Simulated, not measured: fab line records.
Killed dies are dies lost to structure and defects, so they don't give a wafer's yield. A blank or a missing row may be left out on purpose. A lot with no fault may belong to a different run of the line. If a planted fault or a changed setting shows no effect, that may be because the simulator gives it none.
fab line records	flow sky130
record lots=13	wafers=39	last_day=50
route steps=708 shown GATE_OXIDE@188 POLY_CUT@316 LI_CONTACT@385 LOCAL_INTERCONNECT@388 PAD_OPEN@708
lots with no fault: from the same line, run without faults
start_h: start of the lot's first displayed wafer, in hours after the record's first day	wait_h: time in hours since the lot's previous step	" unchanged from the row above	L1.1+2: a row that stands for several wafers	- either no value or no given start	* or withheld: withheld	< > ~ a bound
route shown NAME@n: NAME is a module with steps in the file, n the number in the route of the first one	usual: average and standard deviation across the fault-free wafers	same: alike in all rows	chamber/n: place in a boat	sites: per-site readings	_std_site: standard deviation across them	_edge_site: inner sites' mean taken away from outer sites' mean	radius_mm: for every site, how far away it sits from the centre of the wafer	mask NAME#n: copy n	behind: the last tool/chamber to shape the wafer	hold: reason for holding the lot/hours on hold/outcome of the hold	device: transistor that didn't switch, given as n, p or np	end of line: the route-end tests of the same wafers	a step given without rows: its recipe and nothing more	killed: count of dies lost to structure and defects at first sort (not the wafer's yield)	map: shows each die of a wafer: x if killed, . if not, _ if none is there
set.NAME: the setting as run; set.NAME@STEP: as run at that earlier step	model.NAME: the simulator's own value behind a step, which no gauge read
a sample of lots followed through the steps of the route, with each step as a table and each wafer as a row
services: when a tool's chamber went out of use (start_h, in hours from the record's first day, below 0 if earlier), for how many hours, and the reason
## steps
# step SKY_GATE_OXIDE_OXIDATION_01
# recipe temp_c=900	ambient=O2	stabilise_s=600	purge_s=300	target_thk_a=102.68	ox_time_s=1473
# usual ox_temp_c=899.9/0.35	ox_temp_c_max=905.2/1.2	spike_tc_bottom_C=917.7/1.4
# same ox_time_s=1473
lot.wafer	tool	chamber	start_h	wait_h	ox_temp_c	ox_temp_c_max	spike_tc_bottom_C
L156.1	furnace-02	0	273.80	2.9	899.9	908.3	917.3
L156.2	"	0	"	"	899.9	904.7	920.3
L156.6	"	0	"	"	899.9	906.5	918.7
L158.1	furnace-02	0	304.68	6.2	900.6	906.8	918.9
L158.2	"	0	"	"	900.0	905.4	916.3
L158.5	"	0	"	"	899.7	906.3	918.2
L160.1	furnace-02	0	317.31	5.3	898.9	904.8	918.5
L160.3	"	0	"	"	899.9	905.1	919.8
L160.4	"	0	"	"	899.7	906.2	918.1
L165.2	furnace-02	0	361.63	0.8	900.0	905.9	918.9
L165.4	"	0	"	"	899.7	905.9	917.5
L165.5	"	0	"	"	900.3	904.5	918.9
L165.2	furnace-01	0	364.23	1.2	899.6	904.9	916.7
L165.4	"	0	"	"	899.9	904.7	918.6
L165.5	"	0	"	"	899.5	904.2	917.4
L166.4	furnace-02	0	367.42	1.3	899.9	906.8	918.6
L166.5	"	0	"	"	900.2	905.3	919.0
L166.6	"	0	"	"	900.2	908.2	918.0
L166.4	furnace-02	0	370.01	1.2	900.6	906.8	918.8
L166.5	"	0	"	"	900.8	906.3	916.9
L166.6	"	0	"	"	900.2	904.8	921.3
L168.1	furnace-02	0	377.11	0.9	899.4	905.0	917.9
L168.3	"	0	"	"	899.9	906.4	918.7
L168.6	"	0	"	"	899.8	904.3	916.1
L168.1	furnace-01	0	378.76	0.2	899.7	903.8	916.5
L168.3	"	0	"	"	899.4	903.0	918.1
L168.6	"	0	"	"	899.3	904.1	918.5
L169.2	furnace-02	0	388.01	0.0	900.3	908.1	919.3
L169.4	"	0	"	"	900.0	905.7	917.8
L169.5	"	0	"	"	899.9	906.5	918.7
L171.1	furnace-01	0	403.25	0.0	900.1	903.7	916.7
L171.2	"	0	"	"	900.1	903.9	915.0
L171.6	"	0	"	"	900.2	905.1	915.6
L172.2	furnace-01	0	407.18	0.6	900.0	904.8	916.8
L172.4	"	0	"	"	900.0	903.2	915.9
L172.5	"	0	"	"	900.4	904.1	917.2
L173.2	furnace-02	0	416.63	0.2	900.4	906.2	918.1
L173.5	"	0	"	"	900.1	906.5	920.3
L173.6	"	0	"	"	900.0	906.1	916.7
L174.4	furnace-01	0	424.19	1.1	899.4	904.5	915.9
L174.5	"	0	"	"	899.4	902.9	916.0
L174.6	"	0	"	"	899.6	905.6	917.0
L175.1	furnace-01	0	432.60	0.0	900.5	905.0	918.3
L175.4	"	0	"	"	900.1	903.3	918.3
L175.5	"	0	"	"	899.5	903.7	915.1
L177.4	furnace-01	0	447.16	0.0	900.1	904.3	917.2
L177.5	"	0	"	"	899.5	905.2	917.6
L177.6	"	0	"	"	900.1	904.5	918.6
# step SKY_GATE_OXIDE_THK_MEAS_02
# recipe reads=SiO2_of_GATE_OXIDE_OXIDATION_01
# usual GATE_OXIDE_OXIDATION_00_THK=10.27/0.18
lot.wafer	tool	chamber	start_h	wait_h	GATE_OXIDE_OXIDATION_00_THK[nm]
L156.1	film_metro-01	-	275.21	0.0	10.24
L156.2	"	-	"	"	10.25
L156.6	"	-	"	"	10.15
L158.1	film_metro-01	-	306.09	0.0	9.96
L158.2	"	-	"	"	9.98
L158.5	"	-	"	"	10.01
L160.1	film_metro-04	-	318.72	0.0	10.29
L160.3	"	-	"	"	10.26
L160.4	"	-	"	"	10.02
L165.2	film_metro-02	-	365.65	0.0	16.35
L165.4	"	-	"	"	16.25
L165.5	"	-	"	"	16.45
L166.4	film_metro-01	-	371.44	0.0	17.08
L166.5	"	-	"	"	16.97
L166.6	"	-	"	"	16.95
L168.1	film_metro-01	-	380.17	0.0	17.08
L168.3	"	-	"	"	16.71
L168.6	"	-	"	"	16.89
L169.2	film_metro-01	-	389.43	0.0	10.24
L169.4	"	-	"	"	9.95
L169.5	"	-	"	"	10.16
L171.1	film_metro-01	-	404.66	0.0	10.32
L171.2	"	-	"	"	10.41
L171.6	"	-	"	"	10.32
L172.2	film_metro-01	-	408.60	0.0	10.33
L172.4	"	-	"	"	10.41
L172.5	"	-	"	"	10.39
L173.2	film_metro-04	-	418.05	0.0	10.39
L173.5	"	-	"	"	10.49
L173.6	"	-	"	"	10.31
L174.4	film_metro-01	-	425.63	0.0	9.85
L174.5	"	-	"	"	10.21
L174.6	"	-	"	"	10.07
L175.1	film_metro-01	-	434.01	0.0	10.29
L175.4	"	-	"	"	10.41
L175.5	"	-	"	"	10.33
L177.4	film_metro-02	-	448.60	0.0	10.04
L177.5	"	-	"	"	10.27
L177.6	"	-	"	"	10.27
# step SKY_POLY_CUT_OVL_MEAS_09
# usual POLY_CUT_OVL=-2/5.2
lot.wafer	tool	chamber	start_h	wait_h	POLY_CUT_OVL[nm]
L156.1	overlay-01	-	551.46	0.1	11
L156.2	"	-	"	"	6
L156.6	"	-	"	"	7
L158.1	overlay-01	-	578.05	0.1	-10
L158.2	"	-	"	"	-1
L158.5	"	-	"	"	-3
L160.1	overlay-02	-	597.99	0.1	10
L160.3	"	-	"	"	2
L160.4	"	-	"	"	-3
L165.2	overlay-01	-	642.65	0.1	0
L165.4	"	-	"	"	7
L165.5	"	-	"	"	-1
L166.4	overlay-01	-	649.36	0.1	-5
L166.5	"	-	"	"	-1
L166.6	"	-	"	"	-7
L168.1	overlay-02	-	658.49	0.1	6
L168.3	"	-	"	"	-2
L168.6	"	-	"	"	0
L171.1	overlay-02	-	685.64	0.1	5
L171.2	"	-	"	"	1
L171.6	"	-	"	"	-7
L172.2	overlay-02	-	687.84	0.1	-2
L172.4	"	-	"	"	-9
L172.5	"	-	"	"	-11
L169.2	overlay-02	-	691.44	0.1	-2
L169.4	"	-	"	"	-4
L169.5	"	-	"	"	-4
L173.2	overlay-01	-	695.65	0.1	-2
L173.5	"	-	"	"	-7
L173.6	"	-	"	"	-9
L174.4	overlay-02	-	700.81	0.1	7
L174.5	"	-	"	"	-1
L174.6	"	-	"	"	-2
L175.1	overlay-02	-	714.50	0.1	8
L175.4	"	-	"	"	-4
L175.5	"	-	"	"	0
L177.4	overlay-02	-	724.91	0.1	-15
L177.5	"	-	"	"	-5
L177.6	"	-	"	"	0
# step SKY_LI_CONTACT_THK_MEAS_23
# recipe thk_meas_gauge=xrf	reads=W_of_LI_CONTACT_CVD_21
# usual LI_CONTACT_W_THK=397/10
lot.wafer	tool	chamber	start_h	wait_h	LI_CONTACT_W_THK[nm]
L156.1	film_metro-04	-	669.65	0.1	390
L156.2	"	-	"	"	393
L156.6	"	-	"	"	394
L158.1	film_metro-03	-	695.68	0.1	415
L158.2	"	-	"	"	400
L158.5	"	-	"	"	416
L160.1	film_metro-03	-	714.43	0.1	396
L160.3	"	-	"	"	411
L160.4	"	-	"	"	397
L165.2	film_metro-03	-	756.36	0.1	393
L165.4	"	-	"	"	394
L165.5	"	-	"	"	414
L166.4	film_metro-02	-	763.36	0.1	394
L166.5	"	-	"	"	394
L166.6	"	-	"	"	415
L168.1	film_metro-04	-	774.18	0.1	389
L168.3	"	-	"	"	389
L168.6	"	-	"	"	395
L171.1	film_metro-02	-	798.08	0.1	404
L171.2	"	-	"	"	388
L171.6	"	-	"	"	388
L172.2	film_metro-04	-	800.57	0.1	415
L172.4	"	-	"	"	397
L172.5	"	-	"	"	413
L169.2	film_metro-02	-	804.25	0.1	410
L169.4	"	-	"	"	408
L169.5	"	-	"	"	409
L173.2	film_metro-03	-	807.89	0.1	388
L173.5	"	-	"	"	414
L173.6	"	-	"	"	395
L174.4	film_metro-02	-	812.09	0.1	391
L174.5	"	-	"	"	407
L174.6	"	-	"	"	387
L175.1	film_metro-04	-	824.88	0.1	388
L175.4	"	-	"	"	387
L175.5	"	-	"	"	383
L177.4	film_metro-02	-	835.28	0.1	390
L177.5	"	-	"	"	404
L177.6	"	-	"	"	390
# step SKY_LOCAL_INTERCONNECT_RS_MEAS_01
# recipe thk_meas_gauge=four-point-probe	reads=TiN_of_LOCAL_INTERCONNECT_SPUTTER_00
# usual LOCAL_INTERCONNECT_TIN_RS=14.18/0.14
lot.wafer	tool	chamber	start_h	wait_h	LOCAL_INTERCONNECT_TIN_RS[ohm/sq]
L156.1	film_metro-04	-	670.07	0.0	14.05
L156.2	"	-	"	"	14.14
L156.6	"	-	"	"	14.08
L158.1	film_metro-01	-	696.10	0.0	14.25
L158.2	"	-	"	"	14.33
L158.5	"	-	"	"	14.15
L160.1	film_metro-04	-	714.85	0.0	14.34
L160.3	"	-	"	"	14.27
L160.4	"	-	"	"	14.23
L165.2	film_metro-03	-	756.80	0.1	14.27
L165.4	"	-	"	"	14.25
L165.5	"	-	"	"	14.21
L166.4	film_metro-04	-	763.81	0.1	14.32
L166.5	"	-	"	"	14.36
L166.6	"	-	"	"	14.32
L168.1	film_metro-04	-	774.60	0.0	14.24
L168.3	"	-	"	"	14.17
L168.6	"	-	"	"	14.23
L171.1	film_metro-01	-	798.50	0.0	14.26
L171.2	"	-	"	"	14.16
L171.6	"	-	"	"	14.12
L172.2	film_metro-03	-	801.00	0.1	14.01
L172.4	"	-	"	"	13.81
L172.5	"	-	"	"	13.81
L169.2	film_metro-04	-	804.68	0.1	14.19
L169.4	"	-	"	"	14.15
L169.5	"	-	"	"	14.19
L173.2	film_metro-01	-	808.32	0.1	14.27
L173.5	"	-	"	"	14.27
L173.6	"	-	"	"	14.27
L174.4	film_metro-01	-	812.54	0.1	14.05
L174.5	"	-	"	"	14.15
L174.6	"	-	"	"	14.19
L175.1	film_metro-04	-	825.30	0.0	14.24
L175.4	"	-	"	"	14.11
L175.5	"	-	"	"	14.28
L177.4	film_metro-01	-	835.73	0.1	14.16
L177.5	"	-	"	"	14.14
L177.6	"	-	"	"	14.20
# step SKY_PAD_OPEN_PROBE_99
# usual killed_at_M0_to_M3=44/7.7	killed_at_M4_up=3.2/1.7	killed_at_contacts=24/5.3	killed_at_front_end=15/4.3	killed_at_other=0.3/0.57	killed_dies=87/11	killed_open=47/7.4	killed_short=40/6.5
# same gross_dies=492	killed_at_back_side=0
lot.wafer	tool	chamber	start_h	wait_h	killed_at_M0_to_M3	killed_at_M4_up	killed_at_contacts	killed_at_front_end	killed_at_other	killed_dies	killed_open	killed_short
L165.4	prober-01	-	1133.75	0.2	50	6	23	21	0	100	54	46
L169.2	prober-02	-	1167.94	0.1	42	3	27	15	0	87	43	44
L169.4	prober-02	-	1168.04	0.2	35	0	22	11	0	68	41	27
L169.5	prober-02	-	1168.09	0.2	46	4	23	11	0	84	43	41
# killed by level:class
L165.4 VIA1:geometric_particle:open=13 CONTACT:geometric_particle:short=8 METAL2:geometric_particle:short=8 VIA2:geometric_particle:open=8 CONTACT:geometric_particle:open=6 VIA3:geometric_particle:open=6 POLY_GATE:geometric_particle:open=5 LI_CONTACT:geometric_particle:open=5
L169.2 VIA1:geometric_particle:open=8 CONTACT:geometric_particle:open=8 LOCAL_INTERCONNECT:geometric_particle:short=7 METAL1:geometric_particle:short=7 VIA2:geometric_particle:open=6 LI_CONTACT:geometric_particle:open=5 METAL2:geometric_particle:short=5 VIA3:geometric_particle:open=5
L169.4 LI_CONTACT:geometric_particle:open=10 VIA1:geometric_particle:open=10 CONTACT:geometric_particle:open=7 POLY_GATE:geometric_particle:short=5 METAL3:geometric_particle:short=5 POLY_GATE:geometric_particle:open=4 VIA3:geometric_particle:open=4 LI_CONTACT:geometric_particle:short=3
L169.5 VIA3:geometric_particle:open=10 VIA1:geometric_particle:open=9 VIA1:geometric_particle:short=8 CONTACT:geometric_particle:open=7 LI_CONTACT:geometric_particle:open=6 POLY_GATE:geometric_particle:open=5 LI_CONTACT:geometric_particle:short=4 VIA2:geometric_particle:short=4
## services
tool	chamber	start_h	hours	kind
furnace-02	-	250.50	4.0	pm
furnace-01	-	255.10	13.6	pm
furnace-01	-	285.09	28.3	pm
furnace-01	-	313.37	4.5	pm
furnace-02	-	418.04	3.6	pm
## key
first_sign step=SKY_GATE_OXIDE_OXIDATION_01	reading=visit	direction=added
effect step=SKY_GATE_OXIDE_THK_MEAS_02	reading=GATE_OXIDE_OXIDATION_00_THK	direction=up	sigmas=37	usual=10.27	struck=16.75
met_at SKY_GATE_OXIDE_OXIDATION_01
struck_lots L165,L166,L168
tester_left_out L165,L166,L168
not_acting_at SKY_POLY_CUT_OVL_MEAS_09,SKY_LI_CONTACT_THK_MEAS_23,SKY_LOCAL_INTERCONNECT_RS_MEAS_01
fault kind=repeated_step_whole	tool=furnace-01,furnace-02	chamber=-	onset_h=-	steps=SKY_GATE_OXIDE_OXIDATION_01	times=1	scope=struck_lots_only
# tester_left_out: of these lots the tester's yield and bins aren't shown, on N5 and GAA mostly nor the transistor test; their killed dies are dies lost to structure and defects alone, not to doping, threshold or leakage, so they don't give the yield
